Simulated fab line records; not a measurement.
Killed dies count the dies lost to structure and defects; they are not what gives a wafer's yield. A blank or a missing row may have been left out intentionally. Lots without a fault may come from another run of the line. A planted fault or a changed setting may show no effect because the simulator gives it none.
fab line records	flow sky130
[record] lots = 6	wafers = 18	last_day = 50
route steps=708 shown METAL4@627 VIA4@639 PAD_OPEN@708
lots that met no fault: taken from a fault-free run of the same line
start_h: start of the lot's first displayed wafer, in hours after the record's first day	wait_h: time in hours since the lot's previous step	" same as the row above	L1.1+2: one row covering several wafers at once	- either no value or no given start	* or withheld: withheld	< > ~ a bound
route shown NAME@n: a module of which the file shows steps, and the number in the route of the first	usual: mean and standard deviation over wafers with no fault	same: alike in all rows	chamber/n: place in a boat	sites: per-site readings	_std_site: their standard deviation	_edge_site: the outer-site mean with the inner-site mean subtracted	radius_mm: for every site, how far away it sits from the centre of the wafer	mask NAME#n: copy n	behind: the most recent tool/chamber to have shaped the wafer	hold: reason for holding the lot/hours on hold/outcome of the hold	device: which transistor (n, p or np) failed to switch	end of line: tests of these same wafers at the route's end	for a step that has no rows: nothing shown but its recipe	killed: dies that structure and defects cost at the first sort, which is not the same as the wafer's yield	map: dies across one wafer; x = killed, . = not, _ = none there
set.NAME: the setting the step ran with; set.NAME@STEP: the setting that earlier step ran with	model.NAME: the simulator's own value behind a step, which no gauge read
lots at selected steps of the route; one table per step, one row per wafer
services: when a tool's chamber went out of use (start_h, in hours from the record's first day, below 0 if earlier), for how many hours, and the reason
[[steps]]
[step SKY_METAL4_PEB_11]
[recipe] peb_temp_c = withheld	peb_time_s = withheld	resist = KrF-thick
[step SKY_METAL4_DEVELOP_12]
[recipe] develop_time_s = 60	resist = KrF-thick	dev_temp_c = 21
[step SKY_METAL4_CD_MEAS_13]
[recipe] target_cd_nm = 300
[usual] cd_nm = 299.4/1.6
lot.wafer	tool	chamber	start_h	wait_h	cd_nm
L233.1	cd_sem-01	-	1010.49	-	297.5
L233.5	"	-	"	"	297.3
L233.6	"	-	"	"	297.5
L235.1	cd_sem-02	-	1024.59	-	297.1
L235.3	"	-	"	"	296.5
L235.4	"	-	"	"	297.2
L237.2	cd_sem-01	-	1028.04	-	302.7
L237.3	"	-	"	"	303.2
L237.6	"	-	"	"	300.5
L241.3	cd_sem-01	-	1051.78	-	296.5
L241.4	"	-	"	"	297.7
L241.5	"	-	"	"	296.4
L255.3	cd_sem-02	-	1128.68	-	298.7
L255.4	"	-	"	"	300.5
L255.6	"	-	"	"	300.2
L254.3	cd_sem-01	-	1132.22	-	300.5
L254.5	"	-	"	"	301.4
L254.6	"	-	"	"	300.7
[step SKY_METAL4_OVL_MEAS_14]
[usual] METAL4_OVL = 1/6
lot.wafer	tool	chamber	start_h	wait_h	METAL4_OVL[nm]
L233.1	overlay-02	-	1010.61	0.1	-5
L233.5	"	-	"	"	-6
L233.6	"	-	"	"	-4
L235.1	overlay-01	-	1024.71	0.1	-4
L235.3	"	-	"	"	-3
L235.4	"	-	"	"	-9
L237.2	overlay-02	-	1028.15	0.1	1
L237.3	"	-	"	"	10
L237.6	"	-	"	"	10
L241.3	overlay-02	-	1051.87	0.1	-3
L241.4	"	-	"	"	-9
L241.5	"	-	"	"	-1
L255.3	overlay-02	-	1128.77	0.1	10
L255.4	"	-	"	"	11
L255.6	"	-	"	"	9
L254.3	overlay-02	-	1132.31	0.1	4
L254.5	"	-	"	"	2
L254.6	"	-	"	"	-3
[step SKY_METAL4_DESCUM_15]
[recipe] chemistry = O2	source_power_w = 150	bias_power_w = 0	pressure_mtorr = 10	temp_c = 40	time_s = 8
[usual] drypump_motor_current_A = 5.3/0.4	oes_product_au = 1.000/0.0073
[same] bias_power_w = 0
lot.wafer	tool	chamber	start_h	wait_h	drypump_motor_current_A	oes_product_au	rf_hours_counter_h
L233.1	rie_metal-04	0	1010.64	0.0	5.2	1.000	9.0
L233.5	"	1	"	"	5.8	0.993	-
L233.6	"	0	"	"	5.2	0.997	-
L235.1	rie_metal-03	0	1024.74	0.0	5.3	0.995	8.7
L235.3	"	0	"	"	5.3	1.005	-
L235.4	"	1	"	"	4.9	1.013	-
L237.2	rie_metal-04	1	1028.18	0.0	5.8	1.011	7.8
L237.3	"	0	"	"	5.2	1.001	-
L237.6	"	1	"	"	5.8	1.010	-
L241.3	rie_metal-02	1	1051.90	0.0	6.1	1.002	-
L241.4	"	0	"	"	4.9	1.007	-
L241.5	"	0	"	"	4.9	1.009	-
L255.3	rie_metal-03	1	1128.80	0.0	4.9	0.990	-
L255.4	"	0	"	"	5.3	0.991	-
L255.6	"	0	"	"	5.3	0.998	-
L254.3	rie_metal-03	0	1132.34	0.0	5.3	1.001	-
L254.5	"	0	"	"	5.3	1.002	-
L254.6	"	1	"	"	4.9	0.988	-
[step SKY_METAL4_ETCH_16]
[recipe] chemistry = N2/H2	target = BARC	ion_energy_ev = 200	bias_w = 100	pressure_mtorr = 30	n2_flow_sccm = 100	h2_flow_sccm = 200	icp_w = 500	stop_on = SiO2	time_s = 88.2	target_depth_a = 600
[usual] drypump_motor_current_A = 5.3/0.4	oes_product_au = 0.625/0.0046	throttle_valve_pct = 13.205/0.0093
lot.wafer	tool	chamber	start_h	wait_h	drypump_motor_current_A	oes_product_au	rf_hours_counter_h	throttle_valve_pct
L233.1	rie_metal-04	0	1010.67	0.0	5.2	0.625	9.0	13.203
L233.5	"	1	"	"	5.8	0.622	-	13.220
L233.6	"	0	"	"	5.2	0.615	-	13.201
L235.1	rie_metal-03	0	1024.77	0.0	5.4	0.619	8.7	13.197
L235.3	"	0	"	"	5.3	0.624	-	13.220
L235.4	"	1	"	"	5.0	0.623	-	13.213
L237.2	rie_metal-04	1	1028.21	0.0	5.8	0.621	7.9	13.198
L237.3	"	0	"	"	5.2	0.626	-	13.195
L237.6	"	1	"	"	5.8	0.623	-	13.220
L241.3	rie_metal-02	1	1051.96	0.0	6.1	0.623	-	13.207
L241.4	"	0	"	"	5.0	0.623	-	13.209
L241.5	"	0	"	"	5.0	0.623	-	13.197
L255.3	rie_metal-03	1	1128.86	0.0	4.9	0.621	-	13.212
L255.4	"	0	"	"	5.3	0.630	-	13.208
L255.6	"	0	"	"	5.3	0.622	-	13.215
L254.3	rie_metal-03	0	1132.40	0.0	5.3	0.629	-	13.206
L254.5	"	0	"	"	5.3	0.625	-	13.197
L254.6	"	1	"	"	5.0	0.623	-	13.216
[step SKY_METAL4_ETCH_17]
[recipe] target = SiO2	stop_on = TiN	chemistry = C4F8/O2/Ar	source_w = 1500	bias_w = 1200	pressure_mtorr = 40	c4f8_flow_sccm = withheld	O2_flow_sccm = 6	Ar_flow_sccm = 300	time_s = 3.9	target_depth_a = 150
[usual] oes_product_au = 0.754/0.0073
lot.wafer	tool	chamber	start_h	wait_h	oes_product_au	rf_hours_counter_h
L233.1	rie_diel-02	0	1010.77	0.1	0.755	7
L233.5	"	3	"	"	0.749	-
L233.6	"	0	"	"	0.760	-
L235.1	rie_diel-03	2	1024.87	0.1	0.739	20
L235.3	"	0	"	"	0.744	8
L235.4	"	3	"	"	0.762	9
L237.2	rie_diel-02	0	1028.31	0.1	0.762	7
L237.3	"	2	"	"	0.763	8
L237.6	"	1	"	"	0.760	-
L241.3	rie_diel-03	1	1052.02	0.0	0.751	13
L241.4	"	2	"	"	0.760	21
L241.5	"	1	"	"	0.754	-
L255.3	rie_diel-02	3	1128.92	0.0	0.752	15
L255.4	"	0	"	"	0.749	11
L255.6	"	3	"	"	0.749	-
L254.3	rie_diel-04	3	1132.46	0.0	0.759	19
L254.5	"	2	"	"	0.767	-
L254.6	"	1	"	"	0.746	-
[step SKY_METAL4_METAL_ETCH_18]
[recipe] target_depth_a = 8450	stop_on = SiO2	over_etch_frac = 0.3	time_s = 183.1	chemistry = Cl2/BCl3	resist_sidewall_deg = 88	pressure_mtorr = 10	icp_w = 900	bias_w = 48.5	Cl2_flow_sccm = 60	bcl3_flow_sccm = 30
[usual] drypump_motor_current_A = 5.4/0.43	oes_product_au = 0.863/0.0056	throttle_valve_pct = 22.265/0.0082
lot.wafer	tool	chamber	start_h	wait_h	drypump_motor_current_A	oes_product_au	rf_hours_counter_h	throttle_valve_pct
L233.1	rie_metal-03	0	1010.79	0.0	5.3	0.867	8	22.270
L233.5	"	1	"	"	4.9	0.865	-	22.275
L233.6	"	0	"	"	5.3	0.860	-	22.277
L235.1	rie_metal-02	1	1024.89	0.0	6.1	0.878	5	22.263
L235.3	"	1	"	"	6.1	0.865	-	22.271
L235.4	"	0	"	"	4.9	0.868	-	22.262
L237.2	rie_metal-02	0	1028.33	0.0	4.9	0.870	7	22.262
L237.3	"	1	"	"	6.1	0.881	-	22.261
L237.6	"	0	"	"	4.9	0.863	-	22.247
L241.3	rie_metal-03	1	1052.10	0.1	5.0	0.867	-	22.278
L241.4	"	0	"	"	5.3	0.868	-	22.260
L241.5	"	1	"	"	4.9	0.869	-	22.267
L255.3	rie_metal-04	1	1129.00	0.1	5.8	0.865	-	22.268
L255.4	"	0	"	"	5.2	0.864	-	22.270
L255.6	"	0	"	"	5.2	0.868	-	22.272
L254.3	rie_metal-04	1	1132.54	0.1	5.8	0.862	-	22.251
L254.5	"	0	"	"	5.2	0.870	-	22.273
L254.6	"	1	"	"	5.8	0.864	-	22.256
[step SKY_METAL4_STRIP_19]
[recipe] chemistry = O2/N2	power_w = 1400	pressure_mtorr = 1500	platen_temp_c = withheld	o2_flow_sccm = 3000	n2_flow_sccm = 300	overash_fraction = 0.5
[step SKY_METAL4_STRIP_20]
[recipe] chemistry = post_etch_residue_remover	time_s = 1200	temp_c = 72.5
[step SKY_METAL4_CLEAN_21]
[recipe] chemistry = IPA	time_s = 180	temp_c = 25
[step SKY_METAL4_CLEAN_22]
[recipe] chemistry = O3/DIW	dry = n2_spin
[step SKY_VIA4_HDPCVD_00]
[recipe] material = SiO2	target_thk_nm = 1750	sigma_open_frac = 0.3	time_s = 291.7	temp_c = 400	sih4_flow_sccm = 60	pressure_mtorr = 6
[usual] run_length_s = 319.8/0.74	susceptor_temp_C = 400.03/0.23
lot.wafer	tool	chamber	start_h	wait_h	run_length_s	susceptor_temp_C	model.SiO2_of_VIA4_HDPCVD_00.thk_nm
L233.1	hdpcvd-02	2	1011.56	0.0	320.2	399.86	1745
L233.5	"	0	"	"	320.7	400.27	1744
L233.6	"	1	"	"	320.5	399.90	1778
L235.1	hdpcvd-01	1	1025.66	0.0	320.4	399.40	1780
L235.3	"	0	"	"	319.2	399.98	1732
L235.4	"	0	"	"	318.8	400.44	1744
L237.2	hdpcvd-01	2	1029.10	0.0	319.0	400.12	1770
L237.3	"	0	"	"	341.1	400.39	1898
L237.6	"	2	"	"	319.0	400.20	1766
L241.3	hdpcvd-01	0	1052.81	0.0	341.0	400.18	1875
L241.4	"	1	"	"	319.8	400.06	1747
L241.5	"	0	"	"	341.7	399.99	1897
L255.3	hdpcvd-02	2	1129.71	0.0	320.2	400.03	1777
L255.4	"	1	"	"	321.0	400.15	1793
L255.6	"	2	"	"	320.4	400.04	1784
L254.3	hdpcvd-01	2	1133.29	0.0	319.6	400.18	1737
L254.5	"	1	"	"	319.9	400.31	1748
L254.6	"	0	"	"	319.5	399.94	1752
[step SKY_VIA4_THK_MEAS_01]
[recipe] reads = SiO2_of_VIA4_HDPCVD_00
[usual] VIA4_HDPCVD_THK = 1758/20
lot.wafer	tool	chamber	start_h	wait_h	hold	VIA4_HDPCVD_THK[nm]
L233.1	film_metro-02	-	1011.74	0.1	-	1745
L233.5	"	-	"	"	-	1743
L233.6	"	-	"	"	-	1779
L235.1	film_metro-04	-	1025.84	0.1	-	1780
L235.3	"	-	"	"	-	1733
L235.4	"	-	"	"	-	1743
L237.2	film_metro-04	-	1029.32	0.1	await_dispo/0.2h/release	1772
L237.3	"	-	"	"	await_dispo/0.2h/release	1899
L237.6	"	-	"	"	await_dispo/0.2h/release	1766
L237.2	film_metro-04	-	1029.54	0.2	-	1771
L237.3	"	-	"	"	-	1898
L237.6	"	-	"	"	-	1767
L241.3	film_metro-03	-	1053.01	0.1	await_dispo/0.2h/release	1875
L241.4	"	-	"	"	await_dispo/0.2h/release	1747
L241.5	"	-	"	"	await_dispo/0.2h/release	1896
L241.3	film_metro-03	-	1053.24	0.2	-	1875
L241.4	"	-	"	"	-	1748
L241.5	"	-	"	"	-	1896
L255.3	film_metro-04	-	1129.91	0.1	-	1777
L255.4	"	-	"	"	-	1792
L255.6	"	-	"	"	-	1784
L254.3	film_metro-04	-	1133.49	0.1	-	1737
L254.5	"	-	"	"	-	1749
L254.6	"	-	"	"	-	1751
[step SKY_VIA4_CMP_02]
[recipe] material = SiO2	down_force_psi = 4	platen_rpm = 60	pad_velocity_m_s = 0.94248
[usual] motor_current_A = 11.6/0.76	retaining_ring_pressure_frac = 1.000/0.0053
lot.wafer	tool	chamber	start_h	wait_h	hold	motor_current_A	retaining_ring_pressure_frac
L233.1	cmp-01	0	1011.80	0.1	-	11.9	1.005
L233.5	"	0	"	"	-	11.7	1.002
L233.6	"	1	"	"	-	11.9	0.999
L235.3	cmp-01	1	1025.90	0.0	-	11.4	1.011
L235.1	"	2	"	"	-	11.7	1.005
L235.4	"	0	"	"	-	10.7	1.004
L237.2	cmp-01	2	1032.64	3.1	await_dispo/3.0h/release	11.4	1.000
L237.3	"	1	"	"	await_dispo/3.0h/release	11.9	0.997
L237.6	"	3	"	"	await_dispo/3.0h/release	13.1	1.009
L241.4	cmp-02	2	1056.85	3.6	await_dispo/3.6h/release	10.3	1.004
L241.3	"	0	"	"	await_dispo/3.6h/release	10.4	1.010
L241.5	"	2	"	"	await_dispo/3.6h/release	10.9	1.001
L255.3	cmp-01	0	1130.08	0.2	-	11.5	1.012
L255.4	"	1	"	"	-	11.5	1.004
L255.6	"	0	"	"	-	12.5	1.006
L254.3	cmp-01	1	1133.53	0.0	-	11.8	0.993
L254.6	"	1	"	"	-	11.8	0.992
L254.5	"	2	"	"	-	11.6	1.008
[step SKY_PAD_OPEN_PROBE_99]
[usual] defect_limited_yield = 82.1/2	killed_at_M0_to_M3 = 43/6.4	killed_at_M4_up = 3.2/1.8	killed_at_contacts = 25/5.5	killed_at_front_end = 16/5.2	killed_at_other = 0.3/0.49	killed_dies = 88/10	killed_open = 48/7	killed_short = 40/7.1	sort_bin_3_pad_short = 0.9/0.42	sort_bin_5_function = 10.5/1.6	sort_bin_6_memory = 6.5/1.2	sort_n_pass = 404/10	sort_yield_pct = 82.1/2
[same] gross_dies = 492	killed_at_back_side = 0	sort_bin_4_leakage[%] = 0	sort_bin_8_speed[%] = 0
lot.wafer	tool	chamber	start_h	wait_h	defect_limited_yield[%]	killed_at_M0_to_M3	killed_at_M4_up	killed_at_contacts	killed_at_front_end	killed_at_other	killed_dies	killed_open	killed_short	sort_bin_3_pad_short[%]	sort_bin_5_function[%]	sort_bin_6_memory[%]	sort_n_pass	sort_yield_pct[%]
L233.1	prober-01	-	1102.03	0.1	80.3	43	2	28	24	0	97	46	51	1.2	11.8	6.7	395	80.3
L233.5	prober-01	-	1102.23	0.2	78.5	55	5	29	17	0	106	66	40	1.4	12.4	7.7	386	78.5
L233.6	prober-01	-	1102.28	0.2	80.5	43	3	30	20	0	96	52	44	0.8	11.4	7.3	396	80.5
L235.1	prober-02	-	1115.55	0.1	85.2	37	5	19	10	2	73	40	33	1.0	7.3	6.5	419	85.2
L235.3	prober-02	-	1115.65	0.2	83.5	39	2	27	13	0	81	51	30	0.4	10.4	5.7	411	83.5
L235.4	prober-02	-	1115.70	0.2	85.0	44	1	20	9	0	74	40	34	0.6	8.3	6.1	418	85.0
L241.3	prober-01	-	1140.27	0.2	85.4	41	4	15	12	0	72	40	32	1.2	7.7	5.7	420	85.4
L241.4	prober-01	-	1140.32	0.2	80.1	52	4	26	16	0	98	58	40	0.4	13.0	6.5	394	80.1
L241.5	prober-01	-	1140.37	0.2	80.1	52	5	28	13	0	98	64	34	0.4	12.0	7.5	394	80.1
L255.3	prober-01	-	1207.05	0.2	80.9	51	5	22	16	0	94	57	37	0.4	12.4	6.3	398	80.9
L255.4	prober-01	-	1207.10	0.2	80.9	49	6	20	19	0	94	47	47	0.6	9.8	8.7	398	80.9
L255.6	prober-01	-	1207.20	0.2	84.6	38	3	20	15	0	76	45	31	0.8	9.6	5.1	416	84.6
// killed by level:class
L233.1 CONTACT:geometric_particle:open=10 VIA1:geometric_particle:open=10 FIELD_ISO:geometric_particle:short=9 POLY_GATE:geometric_particle:open=8 CONTACT:geometric_particle:short=8 VIA1:geometric_particle:short=7 METAL1:geometric_particle:short=6 LI_CONTACT:geometric_particle:open=5
L233.5 VIA3:geometric_particle:open=13 CONTACT:geometric_particle:open=11 LI_CONTACT:geometric_particle:open=9 METAL3:geometric_particle:short=7 VIA1:geometric_particle:open=7 VIA2:geometric_particle:open=7 METAL2:geometric_particle:short=6 LOCAL_INTERCONNECT:geometric_particle:short=5
L233.6 CONTACT:geometric_particle:open=12 METAL2:geometric_particle:short=9 VIA3:geometric_particle:open=7 VIA1:geometric_particle:open=7 POLY_GATE:geometric_particle:open=5 LI_CONTACT:geometric_particle:open=5 CONTACT:geometric_particle:short=5 VIA2:geometric_particle:open=5
L235.1 VIA1:geometric_particle:open=9 CONTACT:geometric_particle:open=8 METAL1:geometric_particle:short=7 CONTACT:geometric_particle:short=5 LI_CONTACT:geometric_particle:open=4 VIA3:geometric_particle:open=4 VIA1:geometric_particle:short=4 METAL2:geometric_particle:short=4
L235.3 VIA1:geometric_particle:open=14 LI_CONTACT:geometric_particle:open=11 VIA3:geometric_particle:open=8 CONTACT:geometric_particle:open=8 FIELD_ISO:geometric_particle:open=4 POLY_GATE:geometric_particle:short=4 VIA3:geometric_particle:short=4 LOCAL_INTERCONNECT:geometric_particle:short=4
L235.4 VIA1:geometric_particle:open=10 VIA3:geometric_particle:short=8 LI_CONTACT:geometric_particle:open=5 LOCAL_INTERCONNECT:geometric_particle:open=5 VIA1:geometric_particle:short=5 VIA2:geometric_particle:open=5 VIA3:geometric_particle:open=5 FIELD_ISO:geometric_particle:short=3
L241.3 CONTACT:geometric_particle:open=8 VIA1:geometric_particle:open=8 VIA3:geometric_particle:open=7 VIA1:geometric_particle:short=7 METAL2:geometric_particle:short=6 METAL1:geometric_particle:short=5 LI_CONTACT:geometric_particle:open=4 FIELD_ISO:geometric_particle:short=3
L241.4 VIA1:geometric_particle:open=15 LI_CONTACT:geometric_particle:open=11 METAL2:geometric_particle:short=9 VIA3:geometric_particle:open=7 POLY_GATE:geometric_particle:open=6 CONTACT:geometric_particle:open=6 VIA1:geometric_particle:short=5 VIA3:geometric_particle:short=4
L241.5 CONTACT:geometric_particle:open=13 VIA1:geometric_particle:open=11 VIA2:geometric_particle:open=9 LI_CONTACT:geometric_particle:open=8 METAL1:geometric_particle:short=7 METAL2:geometric_particle:short=6 POLY_GATE:geometric_particle:open=5 VIA3:geometric_particle:open=5
L255.3 VIA1:geometric_particle:open=18 VIA2:geometric_particle:open=8 LI_CONTACT:geometric_particle:open=7 CONTACT:geometric_particle:short=6 CONTACT:geometric_particle:open=5 VIA1:geometric_particle:short=5 METAL3:geometric_particle:short=5 POLY_GATE:geometric_particle:open=4
L255.4 VIA1:geometric_particle:open=9 VIA3:geometric_particle:open=9 POLY_GATE:geometric_particle:open=7 CONTACT:geometric_particle:short=7 VIA1:geometric_particle:short=6 METAL3:geometric_particle:short=6 POLY_GATE:geometric_particle:short=5 LI_CONTACT:geometric_particle:open=5
L255.6 CONTACT:geometric_particle:open=9 VIA1:geometric_particle:open=7 VIA1:geometric_particle:short=6 POLY_GATE:geometric_particle:open=5 VIA3:geometric_particle:open=5 VIA2:geometric_particle:open=5 CONTACT:geometric_particle:short=4 METAL1:geometric_particle:short=4
[[services]]
tool	chamber	start_h	hours	kind
rie_metal-02	-	989.58	2.2	repair
cmp-01	-	992.88	0.6	repair
rie_diel-03	3	1002.08	14.8	repair
rie_diel-04	2	1005.42	19.4	repair
rie_diel-02	-	1012.88	0.4	repair
hdpcvd-02	-	1016.07	3.1	repair
hdpcvd-02	-	1020.02	1.7	repair
rie_diel-02	-	1022.43	0.6	repair
hdpcvd-02	2	1026.06	8.0	repair
cmp-01	-	1056.13	1.8	repair
rie_diel-02	1	1056.50	-	clean
rie_diel-02	1	1056.50	23.7	scheduled_down
rie_diel-02	1	1056.50	23.7	vent_cycle
rie_metal-03	-	1061.44	1.4	pm
cmp-02	-	1084.61	4.0	pm
cmp-02	-	1088.61	-	consumable_replace:conditioner
cmp-02	-	1088.61	-	consumable_replace:pad
rie_diel-03	0	1102.90	1.5	repair
rie_diel-03	2	1105.06	-	clean
rie_diel-03	2	1105.06	14.4	scheduled_down
rie_diel-03	2	1105.06	14.4	vent_cycle
rie_metal-02	-	1106.79	1.4	pm
cmp-01	-	1123.82	0.5	repair
cmp-02	-	1127.96	1.1	repair
[[key]]
[first_sign] step = SKY_VIA4_HDPCVD_00	reading = run_length_s	direction = up	sigmas = 29	usual = *	struck = *
[effect] step = SKY_VIA4_THK_MEAS_01	reading = visit	direction = added
[effect] step = SKY_VIA4_THK_MEAS_01	reading = VIA4_HDPCVD_THK	direction = up	sigmas = 6.6	usual = 1758	struck = 1890
[model_effect] step = SKY_VIA4_HDPCVD_00	value = SiO2_of_VIA4_HDPCVD_00.thk_nm	without = 1757	struck = 1890
met_at SKY_VIA4_HDPCVD_00
struck_wafers L237.3,L241.3,L241.5
onset_between 1025.66 1029.10
[fault] kind = process_parameter_drift	tool = hdpcvd-01	chamber = 0	onset_h = 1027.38	steps = SKY_VIA4_HDPCVD_00	channel = time_s	offset = *	shape = step	end_h = 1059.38	acts_in = *	stated = *
